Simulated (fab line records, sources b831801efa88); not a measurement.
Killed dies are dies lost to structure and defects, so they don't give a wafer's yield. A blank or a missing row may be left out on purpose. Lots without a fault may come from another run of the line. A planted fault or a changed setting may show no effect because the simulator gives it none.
Which tool did it? | flow sky130 | 11 lots, 33 wafers sampled, at 4 steps of a route of 708

WHAT THE GAUGES READ, wafer by wafer
SKY_NWELL_TW_MEAS_15. Usual: NWELL_TW 1850, standard deviation 24.
lot  | measured     | on            | NWELL_TW       | flag
L821 | day 4 07:52  | film_metro-04 | 1822 1822 1821 |
L823 | day 5 12:26  | film_metro-01 | 1863 1864 1859 |
L825 | day 5 15:41  | film_metro-01 | 1860 1866 1876 |
L824 | day 5 16:00  | film_metro-01 | 1860 1863 1858 |
L826 | day 6 02:52  | film_metro-01 | 1869 1877 1869 |
L829 | day 6 20:15  | film_metro-01 | 1875 1875 1874 |
L830 | day 6 20:35  | film_metro-04 | 1811 1807 1808 |
L836 | day 8 06:56  | film_metro-01 | 1865 1869 1874 |
L837 | day 8 09:28  | film_metro-02 | 1832 1835 1824 |
L838 | day 8 17:12  | film_metro-01 | 1867 1870 1872 |
L844 | day 10 11:32 | film_metro-01 | 1878 1878 1874 |

SKY_VT_ADJUST_NCORE_TW_MEAS_11. Usual: VT_ADJUST_NCORE_TW 219.6, standard deviation 1.1.
lot  | measured     | on            | VT_ADJUST_NCORE_TW | flag
L821 | day 8 04:19  | film_metro-04 | 218.3 220.0 219.0  |
L823 | day 9 15:47  | film_metro-03 | 218.8 217.2 218.4  |
L825 | day 9 18:39  | film_metro-02 | 221.8 220.5 221.0  |
L824 | day 9 19:25  | film_metro-04 | 220.3 218.9 219.0  |
L826 | day 10 09:43 | film_metro-04 | 219.4 219.4 219.5  |
L829 | day 11 05:39 | film_metro-02 | 220.1 219.5 220.8  |
L830 | day 11 07:36 | film_metro-03 | 220.0 220.9 219.8  |
L836 | day 13 01:41 | film_metro-04 | 230.3 230.1 228.4  | OFF
L837 | day 13 04:22 | film_metro-04 | 229.7 230.7 230.8  | OFF
L838 | day 13 14:27 | film_metro-03 | 231.8 230.5 231.7  | OFF
L844 | day 15 18:14 | film_metro-03 | 219.9 219.3 219.4  |

WHICH TOOL RAN EACH LOT (tool, then ch and the chambers of the sampled wafers, then the start)
lot  | SKY_VT_ADJUST_LVTN_STRIP_20          | SKY_VT_ADJUST_NCORE_IMPLANT_09
L821 | plasma_asher-04 ch 0,1, day 7 08:25  | implanter-04 ch 0, day 8 04:04
L823 | plasma_asher-01 ch 0,1, day 8 18:09  | implanter-03 ch 0, day 9 15:34
L825 | plasma_asher-03 ch 0,1, day 8 21:05  | implanter-03 ch 0, day 9 18:25
L824 | plasma_asher-01 ch 0,1, day 8 21:31  | implanter-04 ch 0, day 9 19:10
L826 | plasma_asher-04 ch 0, day 9 10:52    | implanter-03 ch 0, day 10 09:28
L829 | plasma_asher-04 ch 0,1, day 10 06:55 | implanter-03 ch 0, day 11 05:25
L830 | plasma_asher-01 ch 0,1, day 10 08:46 | implanter-03 ch 0, day 11 07:21
L836 | plasma_asher-04 ch 0,1, day 12 00:10 | implanter-04 ch 0, day 13 01:26
L837 | plasma_asher-04 ch 0,1, day 12 03:34 | implanter-04 ch 0, day 13 04:08
L838 | plasma_asher-01 ch 0,1, day 12 12:55 | implanter-04 ch 0, day 13 14:13
L844 | plasma_asher-01 ch 0,1, day 14 15:31 | implanter-02 ch 0, day 15 17:59
- SKY_VT_ADJUST_LVTN_STRIP_20: strips in O2/N2.
- SKY_VT_ADJUST_NCORE_IMPLANT_09

WHAT THE TOOLS THEMSELVES READ (means of the sampled wafers that have a number; where no wafer has one, the mark that the record gives instead)
SKY_VT_ADJUST_LVTN_STRIP_20. Usual: drypump_motor_current_A 5.6 A, standard deviation 0.46; oes_product_au 0.715 a.u., standard deviation 0.0049; strip_time_to_endpoint_s 14.20 s, standard deviation 0.047.
lot  | tool            | drypump_motor_current_A (A) | oes_product_au (a.u.) | strip_time_to_endpoint_s (s) | flag
L821 | plasma_asher-04 | 6.1                         | 0.714                 | 14.15                        |
L823 | plasma_asher-01 | 5.5                         | 0.715                 | 14.19                        |
L825 | plasma_asher-03 | 5.7                         | 0.717                 | 14.11                        |
L824 | plasma_asher-01 | 5.2                         | 0.716                 | 14.25                        |
L826 | plasma_asher-04 | 6.1                         | 0.714                 | 14.14                        |
L829 | plasma_asher-04 | 6.2                         | 0.715                 | 14.24                        |
L830 | plasma_asher-01 | 5.5                         | 0.715                 | 14.21                        |
L836 | plasma_asher-04 | 6.1                         | 0.713                 | 14.20                        |
L837 | plasma_asher-04 | 6.2                         | 0.716                 | 14.21                        |
L838 | plasma_asher-01 | 5.5                         | 0.716                 | 14.21                        |
L844 | plasma_asher-01 | 5.5                         | 0.718                 | 14.24                        |

SKY_VT_ADJUST_NCORE_IMPLANT_09. Usual: beam_on_s 10.02 s, standard deviation 0.2; dose_ions_cm2 2.4003e+12, standard deviation 2.1e+09; end_station_pressure_torr 5.02e-06 Torr, standard deviation 2.5e-07; faraday_current_uA 13.51, standard deviation 0.26.
lot  | tool         | beam_on_s (s) | dose_ions_cm2 | end_station_pressure_torr (Torr) | faraday_current_uA | flag
L821 | implanter-04 | 10.07         | 2.4000e+12    | 4.88e-06                         | 13.41              |
L823 | implanter-03 | 9.93          | 2.4015e+12    | 4.80e-06                         | 13.60              |
L825 | implanter-03 | 10.05         | 2.3981e+12    | 5.16e-06                         | 13.47              |
L824 | implanter-04 | 9.82          | 2.4005e+12    | 4.88e-06                         | 13.81              |
L826 | implanter-03 | 10.32         | 2.3995e+12    | 5.17e-06                         | 13.13              |
L829 | implanter-03 | 10.03         | 2.4001e+12    | 4.99e-06                         | 13.51              |
L830 | implanter-03 | 10.00         | 2.4009e+12    | 4.99e-06                         | 13.53              |
L836 | implanter-04 | 11.65         | 2.3991e+12    | 8.43e-05                         | 11.58              | OFF
L837 | implanter-04 | 11.88         | 2.4012e+12    | 9.21e-05                         | 11.35              | OFF
L838 | implanter-04 | 11.77         | 2.4026e+12    | 9.13e-05                         | 11.47              | OFF
L844 | implanter-02 | 10.01         | 2.3982e+12    | 4.98e-06                         | 13.54              |

THE ANSWER, worked out from the rows above alone
Rule: a lot is off if the mean of its wafers that have a number lies more than 3 standard deviations from the usual mean. A lot without any number at a reading at which 4 lots or more have one is off too. The other lots that the step has rows for count as sound. The gauges are gone through in route order, then the tools' own readings, and for those a lot's mean is taken as printed above. The first step at which some lot is off is used, and at that step the reading that is off furthest; a lot without a number counts as furthest.
Off: L836, L837, L838, at SKY_VT_ADJUST_NCORE_TW_MEAS_11 (VT_ADJUST_NCORE_TW).
A tool fits if, at a process step before that reading, it ran every lot that is off, and no sound lot after the first of them. The gauges at SKY_VT_ADJUST_NCORE_TW_MEAS_11 aren't tried: what is off there is off at SKY_VT_ADJUST_NCORE_IMPLANT_09 too, on other tools, and a gauge's error can't cause that. One fits: implanter-04 at SKY_VT_ADJUST_NCORE_IMPLANT_09. Its last sound lot is L824 (day 9 19:10), its first lot that is off L836 (day 13 01:26): a fault that began between those two fits.
The tool's own readings at SKY_VT_ADJUST_NCORE_IMPLANT_09 bear it out: on the lots that are off they differ by more than 5 times the standard deviation of the sound lots' means. beam_on_s reads 11.77 s there against 10.03 s on the sound lots; end_station_pressure_torr reads 8.92e-05 Torr there against 4.98e-06 Torr on the sound lots; faraday_current_uA reads 11.47 there against 13.50 on the sound lots.

WHAT THE SIMULATOR HAD PUT IN
Process parameter drift: implanter-04, from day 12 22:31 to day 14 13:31, at SKY_VT_ADJUST_NCORE_IMPLANT_09. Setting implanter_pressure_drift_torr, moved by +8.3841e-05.
Process parameter drift: implanter-04, from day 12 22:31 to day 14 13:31, at SKY_VT_ADJUST_NCORE_IMPLANT_09. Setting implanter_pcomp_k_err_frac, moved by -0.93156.
Lots struck among those shown: L836, L837, L838. The rule above found the same.
